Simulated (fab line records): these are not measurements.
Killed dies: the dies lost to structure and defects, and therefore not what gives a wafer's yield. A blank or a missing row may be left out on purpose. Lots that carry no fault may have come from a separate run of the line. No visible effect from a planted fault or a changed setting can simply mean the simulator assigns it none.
The tool behind it: which one? + flow gf180mcu + 14 lots with 42 wafers sampled at 5 steps, on a route of 602 steps

== WHAT THE GAUGES READ, wafer by wafer ==
GF_MIM_THK_MEAS_11: measures by xrf.
| lot  | measured     | on           | MIM_ALCU_THK (nm) |
|------|--------------|--------------|-------------------|
| L474 | day 25 04:46 | filmMetro-04 | 196.4 197.4 198.2 |
| L475 | day 25 06:35 | filmMetro-04 | 200.2 198.9 200.2 |
| L476 | day 25 09:37 | filmMetro-04 | 196.9 195.8 195.5 |
| L477 | day 26 04:26 | filmMetro-04 | 203.1 200.9 204.5 |
| L478 | day 27 00:43 | filmMetro-01 | 200.7 198.6 201.5 |
| L479 | day 27 02:51 | filmMetro-04 | 203.4 203.3 203.1 |
| L481 | day 27 16:35 | filmMetro-04 | 199.8 200.2 203.3 |
| L486 | day 29 04:25 | filmMetro-01 | 202.6 201.7 203.5 |
| L490 | day 30 13:44 | filmMetro-04 | 199.3 203.7 202.4 |
| L492 | day 30 18:15 | filmMetro-04 | 200.0 204.5 202.7 |
| L494 | day 31 06:49 | filmMetro-02 | 205.2 204.9 205.2 |
| L495 | day 31 13:19 | filmMetro-02 | 203.8 202.2 203.9 |
| L496 | day 32 04:35 | filmMetro-02 | 201.5 199.6 199.9 |
| L497 | day 32 07:07 | filmMetro-04 | 199.7 198.1 199.1 |

GF_M5_OVL_MEAS_08.
| lot  | measured     | on         | M5_OVL (nm) |
|------|--------------|------------|-------------|
| L474 | day 26 22:58 | overlay-01 | -5 2 -4     |
| L475 | day 27 01:13 | overlay-01 | -1 2 5      |
| L476 | day 27 05:11 | overlay-02 | 3 0 -8      |
| L477 | day 27 23:02 | overlay-02 | -1 -5 -6    |
| L478 | day 28 15:32 | overlay-01 | -3 -6 -2    |
| L479 | day 28 19:50 | overlay-02 | 9 9 4       |
| L481 | day 29 08:03 | overlay-01 | 1 7 6       |
| L486 | day 30 19:14 | overlay-01 | 4 -2 2      |
| L490 | day 32 00:50 | overlay-02 | 2 -4 9      |
| L492 | day 32 06:02 | overlay-02 | -3 -2 -1    |
| L494 | day 32 17:13 | overlay-02 | 8 -7 3      |
| L495 | day 33 00:21 | overlay-01 | 2 5 3       |
| L496 | day 33 13:28 | overlay-02 | 6 4 3       |
| L497 | day 33 15:26 | overlay-02 | 4 2 1       |

GF_V5_THK_MEAS_03.
| lot  | measured     | on           | V5_CVD_02_THK (nm) |
|------|--------------|--------------|--------------------|
| L474 | day 26 23:53 | filmMetro-02 | 1430 1449 1466     |
| L475 | day 27 02:08 | filmMetro-02 | 1418 1434 1445     |
| L476 | day 27 06:05 | filmMetro-02 | 1441 1436 1458     |
| L477 | day 28 00:17 | filmMetro-03 | 1448 1430 1461     |
| L478 | day 28 16:26 | filmMetro-03 | 1435 1429 1452     |
| L479 | day 28 20:52 | filmMetro-02 | 1456 1122 1477     |
| L481 | day 29 09:05 | filmMetro-02 | 1456 1443 1473     |
| L486 | day 30 20:08 | filmMetro-03 | 1437 1413 1155     |
| L490 | day 32 01:47 | filmMetro-04 | 1436 1435 1462     |
| L492 | day 32 06:57 | filmMetro-03 | 1438 1427 1436     |
| L494 | day 32 18:10 | filmMetro-02 | 1409 1436 1445     |
| L495 | day 33 01:16 | filmMetro-04 | 1435 1428 1468     |
| L496 | day 33 14:23 | filmMetro-04 | 1439 1431 1424     |
| L497 | day 33 16:23 | filmMetro-03 | 1441 1431 1456     |

== TOOL THAT RAN EACH LOT (tool first, then ch and the chambers of the sampled wafers, then the start) ==
| lot  | GF_MIM_CVD_05                   | GF_V5_CVD_02                    |
|------|---------------------------------|---------------------------------|
| L474 | pecvd-02 ch 0,1,2, day 25 04:26 | pecvd-01 ch 0,2, day 26 23:46   |
| L475 | pecvd-03 ch 0,1, day 25 06:14   | pecvd-04 ch 0,2, day 27 02:01   |
| L476 | pecvd-01 ch 0,1, day 25 09:17   | pecvd-01 ch 0,2, day 27 05:59   |
| L477 | pecvd-02 ch 0,1, day 26 04:07   | pecvd-02 ch 0,1, day 28 00:11   |
| L478 | pecvd-02 ch 1,2, day 27 00:25   | pecvd-01 ch 0,1, day 28 16:20   |
| L479 | pecvd-01 ch 0,2, day 27 02:32   | pecvd-01 ch 0,1,2, day 28 20:45 |
| L481 | pecvd-02 ch 0,1,2, day 27 16:16 | pecvd-04 ch 1,2, day 29 08:58   |
| L486 | pecvd-02 ch 0,1,2, day 29 04:06 | pecvd-01 ch 0,1,2, day 30 20:02 |
| L490 | pecvd-03 ch 0,2, day 30 13:25   | pecvd-02 ch 1,2, day 32 01:40   |
| L492 | pecvd-01 ch 0,1, day 30 17:56   | pecvd-04 ch 0,1,2, day 32 06:50 |
| L494 | pecvd-02 ch 0,1, day 31 06:29   | pecvd-02 ch 0,1,2, day 32 18:02 |
| L495 | pecvd-03 ch 0,1, day 31 13:00   | pecvd-02 ch 0,1, day 33 01:09   |
| L496 | pecvd-02 ch 0,1,2, day 32 04:17 | pecvd-02 ch 0,1,2, day 33 14:16 |
| L497 | pecvd-02 ch 0,1,2, day 32 06:47 | pecvd-02 ch 0,2, day 33 16:16   |
- GF_MIM_CVD_05: deposits Si3N4, target thk 42 nm, time 29.086 s.
- GF_V5_CVD_02: deposits SiO2 from TEOS, target thk 1450 nm, time 163.28 s.

== WHAT THE TOOLS THEMSELVES READ (means of the sampled wafers that have a number; where no wafer has one, the mark that the record gives instead) ==
GF_MIM_CVD_05.
| lot  | tool     | heaterPowerOuterW (W) | heaterPowerW (W) |
|------|----------|-----------------------|------------------|
| L474 | pecvd-02 | 407                   | 671              |
| L475 | pecvd-03 | 394                   | 670              |
| L476 | pecvd-01 | 460                   | 728              |
| L477 | pecvd-02 | 362                   | 631              |
| L478 | pecvd-02 | 436                   | 720              |
| L479 | pecvd-01 | 304                   | 566              |
| L481 | pecvd-02 | 393                   | 651              |
| L486 | pecvd-02 | 365                   | 612              |
| L490 | pecvd-03 | 365                   | 620              |
| L492 | pecvd-01 | 417                   | 677              |
| L494 | pecvd-02 | 370                   | 630              |
| L495 | pecvd-03 | 397                   | 671              |
| L496 | pecvd-02 | 361                   | 602              |
| L497 | pecvd-02 | 384                   | 634              |

GF_V5_CVD_02.
| lot  | tool     | heaterPowerOuterW (W) | heaterPowerW (W) |
|------|----------|-----------------------|------------------|
| L474 | pecvd-01 | 369                   | 642              |
| L475 | pecvd-04 | 405                   | 707              |
| L476 | pecvd-01 | 305                   | 586              |
| L477 | pecvd-02 | 336                   | 568              |
| L478 | pecvd-01 | 445                   | 715              |
| L479 | pecvd-01 | 409                   | 693              |
| L481 | pecvd-04 | 326                   | 587              |
| L486 | pecvd-01 | 391                   | 658              |
| L490 | pecvd-02 | 437                   | 715              |
| L492 | pecvd-04 | 360                   | 647              |
| L494 | pecvd-02 | 359                   | 598              |
| L495 | pecvd-02 | 364                   | 623              |
| L496 | pecvd-02 | 370                   | 622              |
| L497 | pecvd-02 | 369                   | 590              |

== THE ANSWER, worked out from the rows above alone ==
Rule: the usual values come from the lots themselves. The widest of any qualifying gaps counts: lots, ordered by their means at a reading, are off when they make up no more than a third of the lots, leave a main group of 4 or more, and stand apart from it by 3 or more times the standard deviation of that group's means. If all means in a main group match to the digits the tables above print for the reading, that group is not used. A lot without any number at a reading at which 4 lots or more have one is off too. All remaining lots with rows at the step are treated as sound. After the gauges, taken in route order, come the tools' own readings; for these a lot's mean is taken, as printed above. The first step at which some lot is off is used, and at that step the reading that is off furthest; a lot without a number counts as furthest.
Off: L479, L486, at GF_V5_THK_MEAS_03 (V5_CVD_02_THK). For the main group the mean is 1441 nm and the standard deviation 7.8.
A tool fits if, at a process step before that reading, it ran every lot that is off, and no sound lot after the first of them. Gauges at GF_V5_THK_MEAS_03: tried the same way as those tools. One fits: pecvd-01 at GF_V5_CVD_02. Its last sound lot is L478 (day 28 16:20), its first lot that is off L479 (day 28 20:45): a fault that began between those two fits.

== WHAT WAS PUT IN BY THE SIMULATOR ==
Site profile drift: pecvd-01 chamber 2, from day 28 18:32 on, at GF_V5_CVD_02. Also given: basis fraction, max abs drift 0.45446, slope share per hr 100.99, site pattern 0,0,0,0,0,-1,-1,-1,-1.
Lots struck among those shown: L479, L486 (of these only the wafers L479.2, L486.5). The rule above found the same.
